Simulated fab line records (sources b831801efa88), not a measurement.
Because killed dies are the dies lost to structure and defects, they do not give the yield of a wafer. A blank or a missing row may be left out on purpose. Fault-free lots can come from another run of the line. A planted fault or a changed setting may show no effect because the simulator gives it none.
One fault seen from 2 desks + flow sfqLine + what lay behind the numbers comes last; until then each desk has only its own

FOR THE TOOL OWNER'S DESK: rieDiel-04
The tool's own readings at SFQ_TRILAYER_C5_BARC_OPEN_VIA_ETCH_210 (etches BARC in O2, target depth 125 nm, time 41.7 s): means of the sampled wafers that have a number, for each lot that ran on this tool. A lot is out of limits, marked OUT, if its mean lies more than 4 standard deviations from the usual mean; the brackets give that distance.
Columns: A = drypumpMotorCurrentA at SFQ_TRILAYER_C5_BARC_OPEN_VIA_ETCH_210, usual 5.7 A; B = oesProductAu at SFQ_TRILAYER_C5_BARC_OPEN_VIA_ETCH_210, usual 0.685 a.u.; C = runLengthS at SFQ_TRILAYER_C5_BARC_OPEN_VIA_ETCH_210, usual 70.1 s
| lot  | first seen here | A   | B                | C               |
|------|-----------------|-----|------------------|-----------------|
| L676 | day 71 05:45    | 5.8 | 0.689            | 70.2            |
| L678 | day 71 15:27    | 5.4 | 0.684            | 70.0            |
| L681 | day 71 19:50    | 5.8 | 0.641 (-9.2) OUT | 77.0 (+18) OUT  |
| L684 | day 72 02:15    | 5.4 | 0.662 (-4.8) OUT | 73.5 (+8.8) OUT |
| L695 | day 81 19:12    | 5.3 | 0.686            | 69.8            |
This desk's verdict: out of limits on L681, L684, starting with L681 at day 71 19:50 (oesProductAu at SFQ_TRILAYER_C5_BARC_OPEN_VIA_ETCH_210). L676, L678, L695 stayed within limits.

METROLOGY DESK
Means of the sampled wafers that have a number, per lot and without regard to the tool the lot ran on: this is what the gauges read. A lot is out of limits, marked OUT, if its mean lies more than 4 standard deviations from the usual mean; the brackets give that distance.
Columns: A = I5_OVL at SFQ_I5_OVL_MEAS_936, usual 1 nm; B = C5_OVL at SFQ_C5_OVL_MEAS_937, usual 0 nm
| lot  | first seen here | A  | B  |
|------|-----------------|----|----|
| L676 | day 66 06:44    | -4 | 1  |
| L678 | day 71 12:10    | -2 | -2 |
| L681 | day 71 15:46    | 1  | 2  |
| L684 | day 71 22:58    | 0  | -0 |
| L690 | day 74 00:40    | 5  | 1  |
| L695 | day 80 06:41    | 2  | -5 |
Finding of this desk: none of the 6 lots has anything out of limits.

PUT TOGETHER
The tool owner's desk could have raised an alarm at day 71 19:50, on L681, L684.
At the metrology desk, nothing out of limits was observed.
The metrology desk holds a record of L681, L684, inside its limits.
On rieDiel-04, each named lot ran SFQ_TRILAYER_C5_BARC_OPEN_VIA_ETCH_210.

WHAT THE SIMULATOR PUT IN
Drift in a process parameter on rieDiel-04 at SFQ_TRILAYER_C5_BARC_OPEN_VIA_ETCH_210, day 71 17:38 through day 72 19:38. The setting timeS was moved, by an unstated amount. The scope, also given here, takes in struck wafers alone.
Struck lots among those shown: L681, L684.
Hours from the fault's start to each desk's first reading out of limits: the tool owner's desk, 2.
